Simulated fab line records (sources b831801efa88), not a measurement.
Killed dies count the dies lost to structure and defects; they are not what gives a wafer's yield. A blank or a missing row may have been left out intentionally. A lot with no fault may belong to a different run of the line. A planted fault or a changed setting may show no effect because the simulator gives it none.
What tool caused it? ; flow sky130 ; 11 lots with 33 wafers sampled at 2 steps, on a route of 708 steps

## WHAT THE GAUGES SHOWED, per wafer
SKY_METAL3_CD_MEAS_13 targets a cd of 300 nm.
lot;measured;on;cd_nm (nm)
L217;day 38 21:05;cd_sem-02;303.7 302.0 302.2
L220;day 39 07:15;cd_sem-02;300.6 299.9 299.7
L221;day 40 00:40;cd_sem-02;300.5 299.4 299.8
L225;day 40 23:10;cd_sem-02;299.7 301.9 299.8
L230;day 42 11:22;cd_sem-01;300.4 299.2 301.6
L229;day 42 12:43;cd_sem-02;300.3 299.2 298.2
L232;day 43 01:16;cd_sem-01;301.4 299.0 301.0
L233;day 43 06:26;cd_sem-01;298.3 300.2 299.0
L238;day 44 13:50;cd_sem-02;300.0 301.7 301.0
L239;day 44 21:37;cd_sem-01;302.5 302.1 303.9
L240;day 45 00:11;cd_sem-01;300.9 301.3 301.2

## WHICH TOOL RAN EACH LOT (tool, then ch and the chambers of the sampled wafers, then the start)
lot;SKY_VIA1_STRIP_16
L217;plasma_asher-01 ch 0,1, day 34 07:39
L220;plasma_asher-03 ch 0,1, day 34 18:43
L221;plasma_asher-03 ch 0,1, day 35 13:16
L225;plasma_asher-03 ch 0,1, day 36 15:14
L230;plasma_asher-01 ch 0,1, day 38 03:42
L229;plasma_asher-01 ch 0,1, day 38 07:34
L232;plasma_asher-02 ch 0,1, day 38 20:12
L233;plasma_asher-01 ch 0,1, day 39 01:01
L238;plasma_asher-03 ch 0,1, day 40 11:52
L239;plasma_asher-03 ch 0,1, day 40 20:48
L240;plasma_asher-03 ch 0,1, day 40 22:24
- SKY_VIA1_STRIP_16: strips in O2/N2.

## THE ANSWER, worked out from the rows above alone
Rule: the lots themselves supply what counts as usual. Put in order of their means at a reading, lots are off if they are a third of the lots or fewer, leave a main group of 4 or more, and stand apart from it by a gap of 3 or more times the standard deviation of the main group's means; of several such gaps the widest counts. The tables above print the reading to a certain number of digits; a main group whose means all agree to those digits is not used. Also off: a lot with no number at a reading for which 4 or more lots have one. Any other lot the step has rows for is counted as sound.
Across all readings shown, no lot is off: no conclusion can be drawn from this.

## WHAT THE SIMULATOR HAD PUT IN
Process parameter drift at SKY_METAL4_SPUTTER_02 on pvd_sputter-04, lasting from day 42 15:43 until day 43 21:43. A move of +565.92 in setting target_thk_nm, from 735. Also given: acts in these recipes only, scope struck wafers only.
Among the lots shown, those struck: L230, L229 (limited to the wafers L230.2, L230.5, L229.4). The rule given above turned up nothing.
